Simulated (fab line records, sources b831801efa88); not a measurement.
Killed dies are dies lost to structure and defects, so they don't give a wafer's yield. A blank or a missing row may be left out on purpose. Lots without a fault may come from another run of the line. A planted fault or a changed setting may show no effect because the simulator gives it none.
A struck lot beside a sound one | flow sky130 | 21 steps out of a route of 708
Sound: wafers L182.4, L182.5, L182.6. Struck: wafers L197.2, L197.3, L197.4. The cause comes at the end.
At each step with rows: each side's tool, then ch and its chambers, then its first start. Under that, the readings that differ: sound wafers | struck wafers | difference of the means | sigmas: that difference in standard deviations of wafers without a fault.
alike: readings whose means differ by less than 2 such deviations, and words and numbers that are the same on both sides. not compared: withheld readings, readings that some wafer has no value for, bounds like >300 that may hide the same value, and numbers for which the record gives no deviation and whose values overlap.
The two part at a step that has a row with sigmas, a row that says differs or no value, or rows on one side only. Numbers that don't overlap but have no deviation are shown without sigmas and don't part them. A reading that every wafer of one side lacks parts them only if that side has two wafers or more.

first, 1 step without rows for these wafers: SKY_GATE_OXIDE_DEVELOP_09 (develop time 60 s).
SKY_GATE_OXIDE_OVL_MEAS_10:
  sound on overlay-01, day 15 00:35; struck on overlay-01, day 21 05:01
  alike: GATE_OXIDE_OVL
then, 2 steps without rows for these wafers: SKY_GATE_OXIDE_IMPLANT_11; SKY_GATE_OXIDE_WET_ETCH_12 (etches SiO2 in dHF, target depth 16.8 nm, time 336 s).
SKY_GATE_OXIDE_STRIP_13: strips in O2/N2.
  sound on plasma_asher-04 ch 0,1, day 15 00:53; struck on plasma_asher-01 ch 0,1, day 21 05:17
  alike: chamber_pressure_mTorr, drypump_motor_current_A, n2_flow_sccm, oes_product_au, strip_time_to_endpoint_s
  not compared: rf_hours_counter_h
SKY_GATE_OXIDE_TW_MEAS_14:
  sound on film_metro-03, day 15 00:59; struck on film_metro-01, day 21 05:24
  alike: GATE_OXIDE_TW
then, 3 steps without rows for these wafers: SKY_GATE_OXIDE_CLEAN_15 (cleans in SC1/SC2, time 150 s); SKY_GATE_OXIDE_OXIDATION_16 (stabilise 600 s, purge 300 s, target thk 3.57 nm); SKY_POLY_GATE_CVD_00 (deposits poly-Si, target thk 180 nm, time 720 s).
SKY_POLY_GATE_THK_MEAS_01:
  sound on film_metro-02, day 15 04:09; struck on film_metro-02, day 21 08:14
  reading                   | sound             | struck            | difference | sigmas
  POLY_GATE_CVD_00_THK (nm) | 180.4 178.7 180.0 | 182.7 182.8 183.3 | +3.2       | +2
then, 2 steps without rows for these wafers: SKY_RES_PROTECT_DEHYDRATE_00 (time 60 s); SKY_RES_PROTECT_HMDS_01 (prime time 60 s).
SKY_RES_PROTECT_COAT_02: resist thk 1140 nm.
  sound on litho_track-02 ch 0, day 15 17:28; struck on litho_track-04 ch 0, day 21 23:47
  reading                                          | sound          | struck         | difference | sigmas
  model.NOVOLAK_of_RES_PROTECT_COAT_02.thk_nm (nm) | 1145 1148 1149 | 1218 1216 1215 | +69        |
then, 3 steps without rows for these wafers: SKY_RES_PROTECT_SOFTBAKE_03 (time 60 s); SKY_RES_PROTECT_EXPOSE_04 (exposes mask RPM, target cd 1270 nm); SKY_RES_PROTECT_PEB_05.
SKY_RES_PROTECT_DEVELOP_06: develop time 60 s.
  sound on litho_track-04 ch 0, day 16 07:09; struck on litho_track-02 ch 0, day 22 15:19
  reading                                          | sound          | struck         | difference | sigmas
  model.NOVOLAK_of_RES_PROTECT_COAT_02.thk_nm (nm) | 1145 1148 1149 | 1218 1215 1214 | +68        |
then, 1 step without rows for these wafers: SKY_POLY_GATE_IMPLANT_02.
SKY_RES_PROTECT_STRIP_07: strips in O2/N2.
  sound on plasma_asher-03 ch 0,1, day 16 07:24; struck on plasma_asher-02 ch 0,1, day 22 15:36
  reading                      | sound             | struck            | difference | sigmas
  strip_time_to_endpoint_s (s) | 23.36 23.41 23.42 | 24.16 24.11 24.12 | +0.73      | +15
  alike: chamber_pressure_mTorr, drypump_motor_current_A, n2_flow_sccm, oes_product_au
  not compared: rf_hours_counter_h
SKY_RES_PROTECT_TW_MEAS_08:
  sound on film_metro-04, day 16 07:30; struck on film_metro-01, day 22 15:43
  alike: POLY_GATE_TW
-- the record jumps here: 28 days lie between the struck wafers' starts before and after (it left off in module RES_PROTECT and takes up again in module PAD_OPEN, whose first step shown is number 708 of the route) --
SKY_PAD_OPEN_PROBE_99:
  the record has rows for the struck wafers here (prober-01, day 50 12:49) and none for the sound ones

WHERE THEY PART
First at SKY_POLY_GATE_THK_MEAS_01; last, within this record, at SKY_PAD_OPEN_PROBE_99.

WHY: what the simulator had put in
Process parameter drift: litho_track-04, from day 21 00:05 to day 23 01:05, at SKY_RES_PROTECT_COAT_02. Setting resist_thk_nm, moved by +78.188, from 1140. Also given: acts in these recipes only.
